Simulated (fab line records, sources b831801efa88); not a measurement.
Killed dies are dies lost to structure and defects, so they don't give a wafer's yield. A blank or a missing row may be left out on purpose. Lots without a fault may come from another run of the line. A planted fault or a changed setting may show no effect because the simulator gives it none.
Which tool did it? | flow sky130 | 13 lots, 39 wafers sampled, at 5 steps of a route of 708

WHAT THE GAUGES READ, wafer by wafer
SKY_VIA2_BOW_MEAS_03. Usual: VIA2_BOW 84 um, standard deviation 6.8.
lot  | measured     | on            | VIA2_BOW (um) | flag
L520 | day 35 18:40 | film_metro-04 | 88 74 93      |
L521 | day 35 20:47 | film_metro-01 | 78 87 75      |
L523 | day 36 18:23 | film_metro-01 | 89 89 85      |
L522 | day 36 19:28 | film_metro-01 | 92 80 88      |
L525 | day 37 00:57 | film_metro-01 | 82 83 86      |
L530 | day 38 17:43 | film_metro-04 | 79 74 77      |
L531 | day 38 22:55 | film_metro-01 | 93 91 87      |
L533 | day 39 11:11 | film_metro-04 | 69 80 77      |
L534 | day 39 17:43 | film_metro-04 | 82 87 86      |
L535 | day 39 23:43 | film_metro-02 | 80 84 90      |
L536 | day 40 10:32 | film_metro-02 | 85 81 90      |
L541 | day 41 17:10 | film_metro-04 | 82 79 89      |
L543 | day 42 06:15 | film_metro-04 | 88 94 94      |

SKY_METAL3_CD_MEAS_13: target cd 300 nm. Usual: cd_nm 299.7 nm, standard deviation 1.7.
lot  | measured     | on        | cd_nm (nm)        | flag
L520 | day 39 02:23 | cd_sem-01 | 300.0 301.7 301.6 |
L521 | day 39 04:14 | cd_sem-01 | 302.7 302.3 301.6 |
L523 | day 40 00:49 | cd_sem-01 | 298.6 298.4 299.5 |
L522 | day 40 02:25 | cd_sem-02 | 296.8 299.0 297.8 |
L525 | day 40 06:23 | cd_sem-02 | 298.2 299.3 297.8 |
L530 | day 41 21:25 | cd_sem-01 | 299.5 299.8 299.6 |
L531 | day 42 01:55 | cd_sem-01 | 299.2 298.5 299.3 |
L533 | day 42 13:06 | cd_sem-01 | 300.5 300.0 301.6 |
L534 | day 42 20:31 | cd_sem-02 | 301.0 301.7 301.2 |
L535 | day 43 01:32 | cd_sem-02 | 297.1 297.0 296.5 |
L536 | day 43 12:34 | cd_sem-01 | 268.3 285.6 243.6 | OFF
L541 | day 44 15:10 | cd_sem-01 | 301.4 299.3 301.2 |
L543 | day 45 04:05 | cd_sem-02 | 300.6 300.0 300.3 |

WHICH TOOL RAN EACH LOT (tool, then ch and the chambers of the sampled wafers, then the start)
lot  | SKY_METAL2_METAL_ETCH_19          | SKY_VIA2_SPUTTER_20          | SKY_METAL3_EXPOSE_10
L520 | rie_metal-03 ch 1, day 35 17:29   | pvd_sputter-02, day 36 21:29 | krf_scanner-02 ch 0, day 38 14:31
L521 | rie_metal-04 ch 0,1, day 35 19:32 | pvd_sputter-01, day 36 23:52 | krf_scanner-01 ch 0, day 38 16:37
L523 | rie_metal-03 ch 0,1, day 36 17:08 | pvd_sputter-02, day 37 21:27 | krf_scanner-02 ch 0, day 39 12:25
L522 | rie_metal-04 ch 0,1, day 36 18:04 | pvd_sputter-01, day 37 22:50 | krf_scanner-01 ch 0, day 39 14:43
L525 | rie_metal-04 ch 0,1, day 36 23:41 | pvd_sputter-01, day 38 03:32 | krf_scanner-02 ch 0, day 39 18:44
L530 | rie_metal-04 ch 0,1, day 38 16:32 | pvd_sputter-02, day 39 19:35 | krf_scanner-02 ch 0, day 41 09:53
L531 | rie_metal-02 ch 0,1, day 38 21:43 | pvd_sputter-02, day 40 00:23 | krf_scanner-02 ch 0, day 41 13:44
L533 | rie_metal-04 ch 0,1, day 39 09:59 | pvd_sputter-04, day 40 12:36 | krf_scanner-01 ch 0, day 42 01:48
L534 | rie_metal-02 ch 0,1, day 39 16:29 | pvd_sputter-04, day 40 19:08 | krf_scanner-02 ch 0, day 42 08:37
L535 | rie_metal-02 ch 0, day 39 22:29   | pvd_sputter-01, day 41 01:16 | krf_scanner-02 ch 0, day 42 13:47
L536 | rie_metal-02 ch 0,1, day 40 09:19 | pvd_sputter-04, day 41 12:15 | krf_scanner-02 ch 0, day 43 01:43
L541 | rie_metal-04 ch 0,1, day 41 15:50 | pvd_sputter-02, day 42 17:08 | krf_scanner-01 ch 0, day 44 04:50
L543 | rie_metal-03 ch 0,1, day 42 05:04 | pvd_sputter-01, day 43 05:56 | krf_scanner-01 ch 0, day 44 17:01
- SKY_METAL2_METAL_ETCH_19: etches the open film in Cl2/BCl3, stops on SiO2, target depth 360 nm, time 78 s.
- SKY_VIA2_SPUTTER_20: material TiN, target thk 20 nm, time 80 s.
- SKY_METAL3_EXPOSE_10: exposes mask MM3, target cd 300 nm.

WHAT THE TOOLS THEMSELVES READ (means of the sampled wafers that have a number; where no wafer has one, the mark that the record gives instead)
SKY_METAL2_METAL_ETCH_19. Usual: chamber_pressure_mTorr 10.001 mTorr, standard deviation 0.0089; drypump_motor_current_A 5.7 A, standard deviation 0.52; oes_product_au 0.852 a.u., standard deviation 0.0069; rf_fwd_power_W 893.3 W, standard deviation 2.8; throttle_valve_pct 22.263 %, standard deviation 0.0092.
lot  | tool         | chamber_pressure_mTorr (mTorr) | drypump_motor_current_A (A) | oes_product_au (a.u.) | rf_fwd_power_W (W) | throttle_valve_pct (%) | flag
L520 | rie_metal-03 | 9.995                          | 5.4                         | 0.850                 | 890.8              | 22.259                 |
L521 | rie_metal-04 | 10.003                         | 6.4                         | 0.857                 | 894.4              | 22.264                 |
L523 | rie_metal-03 | 10.004                         | 5.1                         | 0.853                 | 891.0              | 22.263                 |
L522 | rie_metal-04 | 10.000                         | 6.2                         | 0.861                 | 893.1              | 22.266                 |
L525 | rie_metal-04 | 10.005                         | 6.2                         | 0.856                 | 895.0              | 22.271                 |
L530 | rie_metal-04 | 10.001                         | 6.3                         | 0.852                 | 895.1              | 22.260                 |
L531 | rie_metal-02 | 10.008                         | 5.4                         | 0.855                 | 892.8              | 22.261                 |
L533 | rie_metal-04 | 10.003                         | 6.4                         | 0.857                 | 892.8              | 22.268                 |
L534 | rie_metal-02 | 10.007                         | 5.3                         | 0.850                 | 896.1              | 22.271                 |
L535 | rie_metal-02 | 9.994                          | 5.1                         | 0.844                 | 894.4              | 22.260                 |
L536 | rie_metal-02 | 10.006                         | 5.3                         | 0.851                 | 893.2              | 22.260                 |
L541 | rie_metal-04 | 9.993                          | 6.2                         | 0.849                 | 893.0              | 22.258                 |
L543 | rie_metal-03 | 10.009                         | 5.1                         | 0.851                 | 889.4              | 22.264                 |

SKY_VIA2_SPUTTER_20. Usual: throttle_valve_pct 30.1 %, standard deviation 1.
lot  | tool           | throttle_valve_pct (%) | flag
L520 | pvd_sputter-02 | 29.4                   |
L521 | pvd_sputter-01 | 29.3                   |
L523 | pvd_sputter-02 | 30.1                   |
L522 | pvd_sputter-01 | 29.1                   |
L525 | pvd_sputter-01 | 29.3                   |
L530 | pvd_sputter-02 | 29.8                   |
L531 | pvd_sputter-02 | 30.1                   |
L533 | pvd_sputter-04 | 31.5                   |
L534 | pvd_sputter-04 | 31.4                   |
L535 | pvd_sputter-01 | 29.2                   |
L536 | pvd_sputter-04 | 30.2                   |
L541 | pvd_sputter-02 | 29.7                   |
L543 | pvd_sputter-01 | 30.0                   |

THE ANSWER, worked out from the rows above alone
Rule: a lot is off if the mean of its wafers that have a number lies more than 3 standard deviations from the usual mean. A lot without any number at a reading at which 4 lots or more have one is off too. The other lots that the step has rows for count as sound. The gauges are gone through in route order, then the tools' own readings, and for those a lot's mean is taken as printed above. The first step at which some lot is off is used, and at that step the reading that is off furthest; a lot without a number counts as furthest.
Off: L536, at SKY_METAL3_CD_MEAS_13 (cd_nm).
A tool fits if, at a process step before that reading, it ran every lot that is off, and no sound lot after the first of them. The gauges at SKY_METAL3_CD_MEAS_13 are tried like those tools. Can't be told from this: 3 tools fit, rie_metal-02 at SKY_METAL2_METAL_ETCH_19, pvd_sputter-04 at SKY_VIA2_SPUTTER_20, krf_scanner-02 at SKY_METAL3_EXPOSE_10.

WHAT THE SIMULATOR HAD PUT IN
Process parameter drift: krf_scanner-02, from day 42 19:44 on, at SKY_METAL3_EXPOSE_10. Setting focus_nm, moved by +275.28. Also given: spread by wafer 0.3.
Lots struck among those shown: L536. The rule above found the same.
